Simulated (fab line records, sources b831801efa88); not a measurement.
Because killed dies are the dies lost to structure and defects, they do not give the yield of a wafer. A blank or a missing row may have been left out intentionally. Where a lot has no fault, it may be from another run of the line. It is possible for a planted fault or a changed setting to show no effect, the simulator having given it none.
Which tool was responsible?    flow gf180mcu    39 wafers from 13 lots sampled at 5 of the route's 602 steps

## WHAT THE GAUGES READ, wafer by wafer
GF_MVSD_TW_MEAS_11. Usual: MVSD_TW gives 1586 (standard deviation 7.4).
lot   measured     on             MVSD_TW         flag
L846  day 4 12:25  film metro-03  1572 1570 1577  
L847  day 4 18:16  film metro-02  1590 1590 1598  
L848  day 5 00:53  film metro-03  1584 1580 1575  
L849  day 5 07:34  film metro-03  1564 1580 1586  
L851  day 5 18:18  film metro-01  1587 1592 1589  
L853  day 6 04:34  film metro-01  1583 1588 1593  
L854  day 6 10:30  film metro-01  1597 1586 1581  
L855  day 6 16:38  film metro-02  1599 1592 1592  
L857  day 7 03:19  film metro-02  1586 1580 1592  
L858  day 7 08:17  film metro-03  1581 1577 1580  
L860  day 7 18:32  film metro-01  1587 1588 1592  
L867  day 9 14:17  film metro-02  1591 1590 1580  
L868  day 9 18:59  film metro-02  1575 1582 1581  

GF_VT_IMPLANT_TW_MEAS_10. Usual: VT_IMPLANT_TW gives 564.9 (standard deviation 2.6).
lot   measured      on             VT_IMPLANT_TW      flag
L846  day 5 17:28   film metro-04  561.5 566.0 565.5  
L847  day 5 23:43   film metro-01  565.1 561.3 560.6  
L848  day 6 06:12   film metro-04  561.0 563.3 563.7  
L849  day 6 13:03   film metro-03  565.8 565.9 568.1  
L851  day 7 00:49   film metro-01  567.2 568.9 567.7  
L853  day 7 11:55   film metro-03  564.9 561.5 561.2  
L854  day 7 17:55   film metro-03  560.4 564.8 561.8  
L855  day 8 00:38   film metro-01  564.8 567.8 566.2  
L857  day 8 12:50   film metro-01  566.2 564.2 564.9  
L858  day 8 18:04   film metro-01  564.3 565.0 564.8  
L860  day 9 04:39   film metro-01  564.7 564.4 563.0  
L867  day 11 02:09  film metro-03  568.6 567.2 566.1  
L868  day 11 07:40  film metro-04  563.8 564.6 563.4  

GF_VT_IMPLANT_RS_MEAS_47: measurement is done with a four-point probe. Usual: NWELL_RS gives 488.3 ohm/sq (standard deviation 1.2).
lot   measured      on             NWELL_RS (ohm/sq)  flag
L846  day 7 14:32   film metro-02  489.8 487.5 488.3  
L847  day 7 21:53   film metro-03  488.5 487.7 488.0  
L848  day 8 05:25   film metro-02  489.3 488.7 490.0  
L849  day 8 13:41   film metro-01  487.0 489.2 486.3  
L851  day 9 02:59   film metro-01  487.2 489.3 487.8  
L853  day 9 15:08   film metro-01  488.3 486.8 488.5  
L854  day 9 21:55   film metro-01  486.5 487.7 489.3  
L855  day 10 04:36  film metro-02  521.4 520.8 522.1  OFF
L857  day 10 17:29  film metro-01  518.3 517.8 518.8  OFF
L858  day 10 22:55  film metro-01  489.0 488.8 489.6  
L860  day 11 11:17  film metro-01  519.9 519.4 518.9  OFF
L867  day 13 12:39  film metro-02  488.0 489.8 487.9  
L868  day 13 18:55  film metro-03  488.0 487.5 487.4  

## WHAT TOOL EACH LOT RAN ON (gives the tool, then ch and the chambers of the sampled wafers, and finally the start)
lot   GF_STI_STRIP_15                      GF_NWELL_IMPLANT_09
L846  plasma asher-03 ch 0,1, day 2 01:57  implanter-04 ch 0, day 3 08:08
L847  plasma asher-04 ch 0,1, day 2 08:11  implanter-04 ch 0, day 3 14:29
L848  plasma asher-04 ch 0,1, day 2 12:05  implanter-04 ch 0, day 3 20:28
L849  plasma asher-04 ch 0,1, day 2 17:16  implanter-03 ch 0, day 4 02:35
L851  plasma asher-04 ch 0,1, day 3 04:36  implanter-03 ch 0, day 4 13:08
L853  plasma asher-04 ch 0,1, day 3 15:37  implanter-01 ch 0, day 4 23:07
L854  plasma asher-03 ch 0,1, day 3 20:15  implanter-01 ch 0, day 5 04:36
L855  plasma asher-04 ch 0,1, day 4 01:38  implanter-01 ch 0, day 5 10:15
L857  plasma asher-03 ch 0,1, day 4 11:18  implanter-01 ch 0, day 5 20:28
L858  plasma asher-02 ch 0,1, day 4 14:58  implanter-03 ch 0, day 6 00:37
L860  plasma asher-02 ch 0,1, day 5 01:25  implanter-01 ch 0, day 6 10:38
L867  plasma asher-04 ch 0,1, day 6 13:18  implanter-03 ch 0, day 8 03:22
L868  plasma asher-04 ch 0,1, day 6 18:42  implanter-03 ch 0, day 8 07:05
- GF_STI_STRIP_15: strips in O2/N2.
- GF_NWELL_IMPLANT_09

## AS READ BY THE TOOLS THEMSELVES (means over the sampled wafers that have a number; for cases with no such wafer, the mark the record gives instead)
GF_STI_STRIP_15. Usual: drypump motor current A 6.1 A, standard deviation 0.34; heater power w 356 W, standard deviation 69; o2 flow sccm 3000 sccm, standard deviation 8.8; oes product au 0.378 a.u., standard deviation 0.0054; strip time to endpoint s 3.60 s, standard deviation 0.069.
lot   tool             drypump motor current A (A)  heater power w (W)  o2 flow sccm (sccm)  oes product au (a.u.)  strip time to endpoint s (s)  flag
L846  plasma asher-03  6.3                          303                 3006                 0.382                  3.58                          
L847  plasma asher-04  6.1                          431                 2998                 0.373                  3.59                          
L848  plasma asher-04  6.1                          432                 2998                 0.376                  3.52                          
L849  plasma asher-04  6.2                          394                 2998                 0.373                  3.54                          
L851  plasma asher-04  6.1                          393                 3007                 0.376                  3.53                          
L853  plasma asher-04  6.1                          393                 2994                 0.379                  3.61                          
L854  plasma asher-03  6.3                          300                 2992                 0.379                  3.65                          
L855  plasma asher-04  6.1                          393                 3006                 0.380                  3.63                          
L857  plasma asher-03  6.5                          309                 2993                 0.381                  3.61                          
L858  plasma asher-02  5.6                          293                 3005                 0.376                  3.58                          
L860  plasma asher-02  5.6                          289                 3002                 0.380                  3.63                          
L867  plasma asher-04  6.1                          395                 3007                 0.376                  3.61                          
L868  plasma asher-04  6.1                          428                 3006                 0.373                  3.59                          

GF_NWELL_IMPLANT_09. Usual: dose ions cm2 4e+12, standard deviation 4.1e+09; faraday current uA 22.6, standard deviation 0.47.
lot   tool          dose ions cm2  faraday current uA  flag
L846  implanter-04  4e+12          22.6                
L847  implanter-04  4e+12          22.5                
L848  implanter-04  4e+12          23.0                
L849  implanter-03  4e+12          22.5                
L851  implanter-03  4e+12          22.9                
L853  implanter-01  4e+12          22.9                
L854  implanter-01  4e+12          22.2                
L855  implanter-01  2e+12          14.1                OFF
L857  implanter-01  2e+12          14.1                OFF
L858  implanter-03  4e+12          22.7                
L860  implanter-01  2e+12          13.6                OFF
L867  implanter-03  4e+12          22.9                
L868  implanter-03  4e+12          22.1                

## THE ANSWER, worked out from the rows above alone
Rule: a lot is off if the mean of its wafers that have a number lies more than 3 standard deviations from the usual mean. A lot without any number at a reading at which 4 lots or more have one is off too. Where the step has rows for the other lots, those lots are counted as sound. After the gauges, taken in route order, come the tools' own readings; for these a lot's mean is taken, as printed above. The first step at which some lot is off is used, and at that step the reading that is off furthest; a lot without a number counts as furthest.
Off: L855, L857, L860, seen at GF_VT_IMPLANT_RS_MEAS_47 (NWELL_RS).
If a tool, at a process step before that reading, ran all the lots that are off and no sound lot after the first of them, it fits. Not tried: the gauges at GF_VT_IMPLANT_RS_MEAS_47; whatever is off there is also off at GF_NWELL_IMPLANT_09, on other tools, and gauge error can't account for it. One fits: implanter-01 at GF_NWELL_IMPLANT_09. Its last sound lot is L854 (day 5 04:36), its first lot that is off L855 (day 5 10:15): a fault that began between those two fits.
The tool's own readings at GF_NWELL_IMPLANT_09 bear it out: on the lots that are off they differ by more than 5 times the standard deviation of the sound lots' means. dose ions cm2 reads 2e+12 there against 4e+12 on the sound lots; faraday current uA reads 13.9 there against 22.6 on the sound lots.

## WHAT HAD BEEN PUT IN BY THE SIMULATOR
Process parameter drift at GF_NWELL_IMPLANT_09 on implanter-01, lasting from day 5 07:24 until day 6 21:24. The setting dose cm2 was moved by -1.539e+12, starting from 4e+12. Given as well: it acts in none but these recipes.
Lots struck among those shown: L855, L857, L860. Same finding as the rule above.
